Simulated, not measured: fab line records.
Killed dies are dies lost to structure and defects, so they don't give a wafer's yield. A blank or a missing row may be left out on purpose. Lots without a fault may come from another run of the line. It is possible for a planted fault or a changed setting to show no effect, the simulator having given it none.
fab line records	flow sky130	part 1 of 2: steps 1 to 25 of 37
[record] lots = 5	wafers = 15	lastDay = 49
route steps=708 shown VT_ADJUST_HVTR@131 VT_ADJUST_PCH@143 SONOS_TUNNEL@154
lots untouched by any fault: they come from a run of this same line in which no faults occurred
startH: hours from the record's opening day to when the first of the lot's shown wafers began	waitH: hours since the lot's step before	" the same as in the row above	L1.1+2: one row covering several wafers at once	- no value, or no start given	* or withheld: withheld	< > ~ a bound
route shown NAME@n: NAME is a module with steps in the file, n the number in the route of the first one	usual: average and standard deviation across the fault-free wafers	same: alike in all rows	chamber/n: place in a boat	sites: each site's reading	_std_site: standard deviation across them	_edge_site: mean of outer sites minus mean of inner sites	radiusMm: for every site, how far away it sits from the centre of the wafer	mask NAME#n: copy n	behind: the most recent tool/chamber to have shaped the wafer	hold: the reason the lot was held/the length of the hold in hours/how it ended	device: names the non-switching transistor (n, p or np)	end of line: the route-end tests of the same wafers	a step with no rows: only its recipe	killed: count of dies lost to structure and defects at first sort (not the wafer's yield)	map: dies across one wafer; x = killed, . = not, _ = none there
set.NAME: setting as actually run; set.NAME@STEP: the setting as run at that earlier step	model.NAME: the simulator's own value behind a step, which no gauge read
lots seen at some steps along the route; tables by step, rows by wafer
services: from which hour (startH, from the record's first day; less than 0 if before it) a tool's chamber was out of use, for how many hours, and why
[[steps]]
[step SKY_VT_ADJUST_HVTR_DEHYDRATE_00]
[recipe] tempC = 200	timeS = 60
[usual] exhaustPa = 45.0/0.79
[same] timeS = 60
lot.wafer	tool	chamber	startH	waitH	exhaustPa
L079.4	lithoTrack-04	0	226.15	9.9	45.5
L079.5	"	0	"	"	44.0
L079.6	"	0	"	"	44.2
L080.2	lithoTrack-02	0	230.48	9.7	44.9
L080.3	"	0	"	"	44.8
L080.5	"	0	"	"	44.5
L083.1	lithoTrack-04	0	249.43	10.1	44.2
L083.5	"	0	"	"	43.5
L083.6	"	0	"	"	44.6
L085.2	lithoTrack-03	0	267.59	10.9	45.9
L085.4	"	0	"	"	46.2
L085.5	"	0	"	"	46.0
L095.2	lithoTrack-02	0	333.43	12.2	45.9
L095.3	"	0	"	"	46.1
L095.4	"	0	"	"	46.0
[step SKY_VT_ADJUST_HVTR_HMDS_01]
[recipe] primeTimeS = 60	primeTempC = 120
[usual] exhaustPa = 44.9/0.88	primeTempC = 119.99/0.12
lot.wafer	tool	chamber	startH	waitH	exhaustPa	primeTempC
L079.4	lithoTrack-04	0	226.30	0.1	44.1	119.86
L079.5	"	0	"	"	44.9	119.93
L079.6	"	0	"	"	44.6	119.97
L080.2	lithoTrack-02	0	230.63	0.1	44.0	120.12
L080.3	"	0	"	"	44.4	119.84
L080.5	"	0	"	"	46.0	120.02
L083.1	lithoTrack-04	0	249.58	0.1	45.5	120.01
L083.5	"	0	"	"	45.9	120.30
L083.6	"	0	"	"	45.8	120.06
L085.2	lithoTrack-03	0	267.74	0.1	43.0	119.91
L085.4	"	0	"	"	44.7	119.98
L085.5	"	0	"	"	43.8	120.26
L095.2	lithoTrack-02	0	333.58	0.1	45.4	119.90
L095.3	"	0	"	"	45.0	120.08
L095.4	"	0	"	"	45.0	120.16
[step SKY_VT_ADJUST_HVTR_COAT_02]
[recipe] resist = NOVOLAK	spinRpm = 3000	resistThkNm = 1140
[usual] dispensePressureKPa = 50/6.5	exhaustPa = 45.1/0.92
lot.wafer	tool	chamber	startH	waitH	dispensePressureKPa	exhaustPa
L079.4	lithoTrack-04	0	226.45	0.1	58	45.9
L079.5	"	0	"	"	58	46.2
L079.6	"	0	"	"	58	45.9
L080.2	lithoTrack-02	0	230.78	0.1	43	44.9
L080.3	"	0	"	"	43	45.0
L080.5	"	0	"	"	43	45.7
L083.1	lithoTrack-04	0	249.73	0.1	58	45.6
L083.5	"	0	"	"	58	43.6
L083.6	"	0	"	"	58	44.9
L085.2	lithoTrack-03	0	267.89	0.1	51	45.1
L085.4	"	0	"	"	51	44.0
L085.5	"	0	"	"	51	43.8
L095.2	lithoTrack-02	0	333.73	0.1	43	45.4
L095.3	"	0	"	"	43	45.5
L095.4	"	0	"	"	43	45.3
[step SKY_VT_ADJUST_HVTR_SOFTBAKE_03]
[recipe] tempC = 90	timeS = 60	resist = NOVOLAK
[usual] exhaustPa = 44.8/0.99
[same] timeS = 60
lot.wafer	tool	chamber	startH	waitH	exhaustPa
L079.4	lithoTrack-04	0	226.60	0.1	44.1
L079.5	"	0	"	"	45.1
L079.6	"	0	"	"	45.1
L080.2	lithoTrack-02	0	230.93	0.1	45.5
L080.3	"	0	"	"	46.1
L080.5	"	0	"	"	44.0
L083.1	lithoTrack-04	0	249.88	0.1	43.4
L083.5	"	0	"	"	43.2
L083.6	"	0	"	"	44.4
L085.2	lithoTrack-03	0	268.04	0.1	44.8
L085.4	"	0	"	"	45.4
L085.5	"	0	"	"	43.5
L095.2	lithoTrack-02	0	333.88	0.1	43.8
L095.3	"	0	"	"	43.9
L095.4	"	0	"	"	44.8
[step SKY_VT_ADJUST_HVTR_EXPOSE_04]
[recipe] maskId = HVTRM	targetCdNm = 380	na = 0.6	sourceShape = conventional	sigmaOuter = 0.6	doseMj = 150
[same] na = 0.6
lot.wafer	tool	chamber	startH	waitH	mask
L079.4+5+6	ilineStepper-02	0	-	-	HVTRM#0
L080.2+3+5	ilineStepper-02	0	-	-	HVTRM#0
L083.1+5+6	ilineStepper-02	0	-	-	HVTRM#0
L085.2+4+5	ilineStepper-02	0	-	-	HVTRM#0
L095.2+3+4	ilineStepper-01	0	-	-	HVTRM#0
[step SKY_VT_ADJUST_HVTR_PEB_05]
[recipe] tempC = withheld	timeS = *	resist = NOVOLAK
[usual] exhaustPa = 45.2/0.92
[same] timeS = *
lot.wafer	tool	chamber	startH	waitH	exhaustPa
L079.4	lithoTrack-03	0	-	-	44.3
L079.5	"	0	"	"	45.1
L079.6	"	0	"	"	45.6
L080.2	lithoTrack-02	0	-	-	45.4
L080.3	"	0	"	"	45.6
L080.5	"	0	"	"	45.6
L083.1	lithoTrack-04	0	-	-	44.8
L083.5	"	0	"	"	46.1
L083.6	"	0	"	"	44.5
L085.2	lithoTrack-03	0	-	-	45.7
L085.4	"	0	"	"	46.8
L085.5	"	0	"	"	46.4
L095.2	lithoTrack-03	0	-	-	43.7
L095.3	"	0	"	"	44.4
L095.4	"	0	"	"	45.1
[step SKY_VT_ADJUST_HVTR_DEVELOP_06]
[recipe] developTimeS = 60	devTempC = 23
[usual] developerTempC = 22.99/0.099	exhaustPa = 44.9/0.93
lot.wafer	tool	chamber	startH	waitH	developerTempC	exhaustPa
L079.4	lithoTrack-03	0	236.89	0.1	22.92	44.3
L079.5	"	0	"	"	22.97	44.1
L079.6	"	0	"	"	22.98	44.4
L080.2	lithoTrack-02	0	241.88	0.1	22.85	47.2
L080.3	"	0	"	"	22.91	46.1
L080.5	"	0	"	"	22.77	46.4
L083.1	lithoTrack-04	0	260.98	0.1	22.72	44.2
L083.5	"	0	"	"	22.91	43.2
L083.6	"	0	"	"	22.85	45.5
L085.2	lithoTrack-03	0	278.64	0.1	22.99	45.2
L085.4	"	0	"	"	23.12	45.3
L085.5	"	0	"	"	22.94	45.7
L095.2	lithoTrack-03	0	347.49	0.1	22.94	44.9
L095.3	"	0	"	"	22.87	43.7
L095.4	"	0	"	"	22.99	44.5
[step SKY_VT_ADJUST_HVTR_CD_MEAS_07]
[recipe] targetCdNm = 380
[usual] cdNm = 380.5/2.3
lot.wafer	tool	chamber	startH	waitH	cdNm
L079.4	cdSem-01	-	237.02	0.1	383.9
L079.5	"	-	"	"	385.9
L079.6	"	-	"	"	383.7
L080.2	cdSem-02	-	242.03	0.1	383.9
L080.3	"	-	"	"	381.7
L080.5	"	-	"	"	380.9
L083.1	cdSem-01	-	261.13	0.1	380.1
L083.5	"	-	"	"	381.5
L083.6	"	-	"	"	381.3
L085.2	cdSem-01	-	278.78	0.1	376.0
L085.4	"	-	"	"	377.1
L085.5	"	-	"	"	377.5
L095.2	cdSem-01	-	347.63	0.1	379.1
L095.3	"	-	"	"	380.2
L095.4	"	-	"	"	383.2
[step SKY_VT_ADJUST_HVTR_OVL_MEAS_08]
[usual] VT_ADJUST_HVTR_OVL = 0.0/1.1
lot.wafer	tool	chamber	startH	waitH	VT_ADJUST_HVTR_OVL[nm]
L079.4	overlay-02	-	237.10	0.1	-0.4
L079.5	"	-	"	"	-0.1
L079.6	"	-	"	"	-0.3
L080.2	overlay-02	-	242.13	0.1	-0.7
L080.3	"	-	"	"	-0.1
L080.5	"	-	"	"	1.0
L083.1	overlay-02	-	261.25	0.1	-0.1
L083.5	"	-	"	"	-0.9
L083.6	"	-	"	"	1.0
L085.2	overlay-01	-	278.89	0.1	-0.2
L085.4	"	-	"	"	-1.0
L085.5	"	-	"	"	-0.3
L095.2	overlay-01	-	347.74	0.1	-0.8
L095.3	"	-	"	"	0.8
L095.4	"	-	"	"	-0.9
[step SKY_VT_ADJUST_HVTR_IMPLANT_09]
[recipe] species = B	energyKev = 10	doseCm2 = 2.149e+12	tiltDeg = withheld
lot.wafer	tool	chamber	startH	waitH
L079.4+5+6	implanter-04	0	237.20	0.1
L080.2+3+5	implanter-03	0	242.19	0.0
L083.1+5+6	implanter-03	0	261.28	0.0
L085.2+4+5	implanter-03	0	278.95	0.0
L095.2+3+4	implanter-02	0	347.79	0.0
[step SKY_VT_ADJUST_HVTR_STRIP_10]
[recipe] chemistry = O2/N2	powerW = 1400	pressureMtorr = 1500	platenTempC = withheld	o2FlowSccm = 3000	n2FlowSccm = 300	overashFraction = 0.5
[usual] drypumpMotorCurrentA = 5.5/0.47	oesProductAu = 0.716/0.0049	stripTimeToEndpointS = 14.17/0.039
lot.wafer	tool	chamber	startH	waitH	drypumpMotorCurrentA	oesProductAu	rfHoursCounterH	stripTimeToEndpointS
L079.4	plasmaAsher-01	0	237.30	0.1	6.0	0.711	-	14.17
L079.5	"	1	"	"	5.7	0.730	-	14.16
L079.6	"	0	"	"	6.0	0.714	-	14.15
L080.2	plasmaAsher-01	0	242.31	0.1	6.0	0.723	42	14.14
L080.3	"	1	"	"	5.7	0.720	-	14.19
L080.5	"	1	"	"	5.7	0.714	-	14.10
L083.1	plasmaAsher-03	0	261.43	0.1	4.9	0.711	13	14.17
L083.5	"	0	"	"	4.8	0.724	-	14.23
L083.6	"	1	"	"	5.0	0.718	-	14.19
L085.2	plasmaAsher-01	1	279.07	0.1	5.8	0.723	45	14.18
L085.4	"	1	"	"	5.8	0.716	-	14.13
L085.5	"	1	"	"	5.7	0.722	-	14.16
L095.2	plasmaAsher-03	0	347.92	0.1	4.8	0.708	22	14.12
L095.3	"	1	"	"	5.0	0.723	-	14.09
L095.4	"	0	"	"	4.8	0.717	-	14.07
[step SKY_VT_ADJUST_HVTR_TW_MEAS_11]
[usual] VT_ADJUST_HVTR_TW = 212.2/1.5
lot.wafer	tool	chamber	startH	waitH	VT_ADJUST_HVTR_TW
L079.4	filmMetro-02	-	237.40	0.1	211.9
L079.5	"	-	"	"	213.3
L079.6	"	-	"	"	213.1
L080.2	filmMetro-02	-	242.42	0.1	213.2
L080.3	"	-	"	"	212.9
L080.5	"	-	"	"	213.8
L083.1	filmMetro-04	-	261.53	0.1	212.1
L083.5	"	-	"	"	210.3
L083.6	"	-	"	"	211.9
L085.2	filmMetro-01	-	279.18	0.1	210.7
L085.4	"	-	"	"	211.3
L085.5	"	-	"	"	211.6
L095.2	filmMetro-01	-	348.03	0.1	208.6
L095.3	"	-	"	"	210.1
L095.4	"	-	"	"	210.0
[step SKY_VT_ADJUST_PCH_DEHYDRATE_00]
[recipe] tempC = 200	timeS = 60
[usual] exhaustPa = 45.0/0.85
[same] timeS = 60
lot.wafer	tool	chamber	startH	waitH	exhaustPa
L079.4	lithoTrack-04	0	247.70	10.3	45.8
L079.5	"	0	"	"	44.2
L079.6	"	0	"	"	45.2
L080.2	lithoTrack-01	0	252.85	10.4	45.1
L080.3	"	0	"	"	45.6
L080.5	"	0	"	"	45.9
L083.1	lithoTrack-01	0	271.82	10.3	44.5
L083.5	"	0	"	"	45.1
L083.6	"	0	"	"	44.3
L085.2	lithoTrack-01	0	290.95	11.8	46.5
L085.4	"	0	"	"	44.2
L085.5	"	0	"	"	45.7
L095.2	lithoTrack-01	0	360.20	12.2	44.9
L095.3	"	0	"	"	46.6
L095.4	"	0	"	"	45.3
[step SKY_VT_ADJUST_PCH_HMDS_01]
[recipe] primeTimeS = 60	primeTempC = 120
[usual] exhaustPa = 45.0/1.1	primeTempC = 120.00/0.15
lot.wafer	tool	chamber	startH	waitH	exhaustPa	primeTempC
L079.4	lithoTrack-04	0	247.85	0.1	47.0	119.93
L079.5	"	0	"	"	47.6	120.31
L079.6	"	0	"	"	46.3	120.10
L080.2	lithoTrack-01	0	253.00	0.1	44.7	119.87
L080.3	"	0	"	"	45.4	119.95
L080.5	"	0	"	"	45.8	120.05
L083.1	lithoTrack-01	0	271.97	0.1	45.2	120.08
L083.5	"	0	"	"	45.7	119.88
L083.6	"	0	"	"	44.2	119.66
L085.2	lithoTrack-01	0	291.10	0.1	44.0	120.14
L085.4	"	0	"	"	44.6	120.38
L085.5	"	0	"	"	45.7	120.27
L095.2	lithoTrack-01	0	360.35	0.1	46.1	120.01
L095.3	"	0	"	"	45.9	120.24
L095.4	"	0	"	"	45.5	119.95
[step SKY_VT_ADJUST_PCH_COAT_02]
[recipe] spinRpm = 2000	resistThkNm = 3000
[usual] dispensePressureKPa = 50/6.2	exhaustPa = 45.0/0.82
lot.wafer	tool	chamber	startH	waitH	dispensePressureKPa	exhaustPa
L079.4	lithoTrack-04	0	248.00	0.1	58	44.5
L079.5	"	0	"	"	58	46.4
L079.6	"	0	"	"	58	45.5
L080.2	lithoTrack-01	0	253.15	0.1	52	45.2
L080.3	"	0	"	"	52	45.9
L080.5	"	0	"	"	52	45.9
L083.1	lithoTrack-01	0	272.12	0.1	52	46.2
L083.5	"	0	"	"	52	44.1
L083.6	"	0	"	"	52	45.4
L085.2	lithoTrack-01	0	291.25	0.1	52	44.0
L085.4	"	0	"	"	52	44.4
L085.5	"	0	"	"	52	43.7
L095.2	lithoTrack-01	0	360.50	0.1	52	45.3
L095.3	"	0	"	"	52	44.5
L095.4	"	0	"	"	52	43.8
[step SKY_VT_ADJUST_PCH_SOFTBAKE_03]
[recipe] tempC = 110	timeS = withheld
[usual] exhaustPa = 45.1/0.77
lot.wafer	tool	chamber	startH	waitH	exhaustPa
L079.4	lithoTrack-04	0	248.18	0.1	45.7
L079.5	"	0	"	"	44.7
L079.6	"	0	"	"	44.3
L080.2	lithoTrack-01	0	253.30	0.1	43.9
L080.3	"	0	"	"	44.3
L080.5	"	0	"	"	45.8
L083.1	lithoTrack-01	0	272.27	0.1	44.7
L083.5	"	0	"	"	45.7
L083.6	"	0	"	"	43.5
L085.2	lithoTrack-01	0	291.40	0.1	44.4
L085.4	"	0	"	"	45.9
L085.5	"	0	"	"	44.3
L095.2	lithoTrack-01	0	360.65	0.1	45.4
L095.3	"	0	"	"	45.8
L095.4	"	0	"	"	45.6
[step SKY_VT_ADJUST_PCH_EXPOSE_04]
[recipe] maskId = NWM	na = 0.6	sourceShape = conventional	sigmaOuter = 0.6	polarization = unpolarized	targetCdNm = 840	doseMj = 255
[same] na = 0.6
lot.wafer	tool	chamber	startH	waitH	mask
L079.4+5+6	ilineStepper-01	0	-	-	NWM#0
L080.2+3+5	ilineStepper-02	0	-	-	NWM#0
L083.1+5+6	ilineStepper-02	0	-	-	NWM#0
L085.2+4+5	ilineStepper-01	0	-	-	NWM#0
L095.2+3+4	ilineStepper-02	0	-	-	NWM#0
[step SKY_VT_ADJUST_PCH_PEB_05]
[recipe] tempC = 115	timeS = withheld
[usual] exhaustPa = 45.1/0.83
lot.wafer	tool	chamber	startH	waitH	exhaustPa
L079.4	lithoTrack-02	0	-	-	43.9
L079.5	"	0	"	"	43.4
L079.6	"	0	"	"	44.0
L080.2	lithoTrack-02	0	-	-	46.8
L080.3	"	0	"	"	44.7
L080.5	"	0	"	"	45.8
L083.1	lithoTrack-01	0	-	-	44.2
L083.5	"	0	"	"	44.9
L083.6	"	0	"	"	44.8
L085.2	lithoTrack-02	0	-	-	44.8
L085.4	"	0	"	"	45.2
L085.5	"	0	"	"	45.2
L095.2	lithoTrack-02	0	-	-	46.6
L095.3	"	0	"	"	43.3
L095.4	"	0	"	"	44.4
[step SKY_VT_ADJUST_PCH_DEVELOP_06]
[recipe] wallAngleDeg = 90	developer = TMAH	developTimeS = 60	devTempC = 23
[usual] developerTempC = 22.97/0.12	exhaustPa = 44.9/1
lot.wafer	tool	chamber	startH	waitH	developerTempC	exhaustPa
L079.4	lithoTrack-02	0	-	-	23.02	44.3
L079.5	"	0	"	"	22.96	44.6
L079.6	"	0	"	"	23.05	44.9
L080.2	lithoTrack-02	0	-	-	22.83	44.2
L080.3	"	0	"	"	22.68	44.6
L080.5	"	0	"	"	22.98	42.8
L083.1	lithoTrack-01	0	-	-	22.99	47.1
L083.5	"	0	"	"	22.92	46.1
L083.6	"	0	"	"	22.87	45.7
L085.2	lithoTrack-02	0	-	-	22.97	43.4
L085.4	"	0	"	"	22.87	42.2
L085.5	"	0	"	"	23.04	44.3
L095.2	lithoTrack-02	0	-	-	22.86	46.4
L095.3	"	0	"	"	22.71	46.1
L095.4	"	0	"	"	22.83	45.1
[step SKY_VT_ADJUST_PCH_OVL_MEAS_07]
[usual] VT_ADJUST_PCH_OVL = 0.1/1.3
lot.wafer	tool	chamber	startH	waitH	VT_ADJUST_PCH_OVL[nm]
L079.4	overlay-02	-	259.17	-	2.8
L079.5	"	-	"	"	2.3
L079.6	"	-	"	"	0.9
L080.2	overlay-01	-	264.86	-	1.9
L080.3	"	-	"	"	0.7
L080.5	"	-	"	"	0.2
L083.1	overlay-02	-	284.07	-	0.2
L083.5	"	-	"	"	-1.1
L083.6	"	-	"	"	-0.6
L085.2	overlay-01	-	303.31	-	-0.1
L085.4	"	-	"	"	0.1
L085.5	"	-	"	"	-0.9
L095.2	overlay-01	-	375.51	-	0.7
L095.3	"	-	"	"	-0.7
L095.4	"	-	"	"	-0.9
[step SKY_VT_ADJUST_PCH_IMPLANT_08]
[recipe] species = B	energyKev = 10	doseCm2 = 5e+11	tiltDeg = withheld
lot.wafer	tool	chamber	startH	waitH
L079.4+5+6	implanter-02	0	259.27	0.1
L080.2+3+5	implanter-03	0	264.92	0.0
L083.1+5+6	implanter-02	0	284.11	0.0
L085.2+4+5	implanter-03	0	303.37	0.0
L095.2+3+4	implanter-03	0	375.77	0.3
[step SKY_VT_ADJUST_PCH_STRIP_09]
[recipe] chemistry = O2/N2	powerW = 1400	pressureMtorr = 1500	platenTempC = withheld	o2FlowSccm = 3000	n2FlowSccm = 300	overashFraction = 0.5
[usual] drypumpMotorCurrentA = 5.4/0.42	oesProductAu = 0.723/0.0042	stripTimeToEndpointS = 36.92/0.096
lot.wafer	tool	chamber	startH	waitH	drypumpMotorCurrentA	oesProductAu	rfHoursCounterH	stripTimeToEndpointS
L079.4	plasmaAsher-03	1	259.37	0.1	5.0	0.719	-	36.97
L079.5	"	0	"	"	4.9	0.724	-	36.93
L079.6	"	1	"	"	5.0	0.720	-	36.75
L080.2	plasmaAsher-03	1	265.04	0.1	5.0	0.730	14	36.82
L080.3	"	0	"	"	4.8	0.719	-	36.90
L080.5	"	1	"	"	5.0	0.724	-	36.81
L083.1	plasmaAsher-01	1	284.26	0.1	5.8	0.716	45	36.90
L083.5	"	1	"	"	5.8	0.722	-	36.92
L083.6	"	0	"	"	6.0	0.725	-	36.92
L085.2	plasmaAsher-03	0	303.49	0.1	4.8	0.718	18	36.93
L085.4	"	1	"	"	5.0	0.724	-	36.99
L085.5	"	1	"	"	5.0	0.716	-	36.90
L095.2	plasmaAsher-04	0	375.90	0.1	5.6	0.723	68	36.84
L095.3	"	1	"	"	5.7	0.722	-	36.82
L095.4	"	0	"	"	5.6	0.719	-	36.91
[step SKY_VT_ADJUST_PCH_TW_MEAS_10]
[usual] VT_ADJUST_PCH_TW = 142.0/0.9
lot.wafer	tool	chamber	startH	waitH	VT_ADJUST_PCH_TW
L079.4	filmMetro-03	-	259.47	0.1	142.3
L079.5	"	-	"	"	141.9
L079.6	"	-	"	"	142.1
L080.2	filmMetro-03	-	265.15	0.1	141.8
L080.3	"	-	"	"	142.1
L080.5	"	-	"	"	142.2
L083.1	filmMetro-02	-	284.36	0.1	143.1
L083.5	"	-	"	"	142.7
L083.6	"	-	"	"	142.4
L085.2	filmMetro-03	-	303.60	0.1	142.1
L085.4	"	-	"	"	142.0
L085.5	"	-	"	"	142.3
L095.2	filmMetro-01	-	376.01	0.1	140.7
L095.3	"	-	"	"	141.5
L095.4	"	-	"	"	141.3
[step SKY_SONOS_TUNNEL_DEHYDRATE_00]
[recipe] tempC = 200	timeS = 60
[usual] exhaustPa = 44.9/0.82
[same] timeS = 60
lot.wafer	tool	chamber	startH	waitH	exhaustPa
L079.4	lithoTrack-03	0	270.44	11.0	44.4
L079.5	"	0	"	"	45.1
L079.6	"	0	"	"	45.5
L080.2	lithoTrack-03	0	275.59	10.4	44.7
L080.3	"	0	"	"	44.7
L080.5	"	0	"	"	43.3
L083.1	lithoTrack-04	0	296.23	11.9	44.9
L083.5	"	0	"	"	45.2
L083.6	"	0	"	"	45.4
L085.2	lithoTrack-01	0	316.45	12.8	44.3
L085.4	"	0	"	"	44.8
L085.5	"	0	"	"	46.5
L095.2	lithoTrack-01	0	389.30	13.3	45.2
L095.3	"	0	"	"	44.3
L095.4	"	0	"	"	44.8
[step SKY_SONOS_TUNNEL_HMDS_01]
[recipe] primeTimeS = 60	primeTempC = 120
[usual] exhaustPa = 45.0/0.89	primeTempC = 120.04/0.14
lot.wafer	tool	chamber	startH	waitH	exhaustPa	primeTempC
L079.4	lithoTrack-03	0	270.59	0.1	44.0	120.05
L079.5	"	0	"	"	45.9	119.99
L079.6	"	0	"	"	44.4	120.05
L080.2	lithoTrack-03	0	275.74	0.1	44.6	120.15
L080.3	"	0	"	"	44.3	120.11
L080.5	"	0	"	"	45.2	119.79
L083.1	lithoTrack-04	0	296.38	0.1	44.3	120.05
L083.5	"	0	"	"	44.0	120.15
L083.6	"	0	"	"	45.1	120.18
L085.2	lithoTrack-01	0	316.60	0.1	43.7	119.73
L085.4	"	0	"	"	45.1	119.91
L085.5	"	0	"	"	44.5	119.76
L095.2	lithoTrack-01	0	389.45	0.1	44.7	120.12
L095.3	"	0	"	"	44.3	120.10
L095.4	"	0	"	"	44.2	120.03
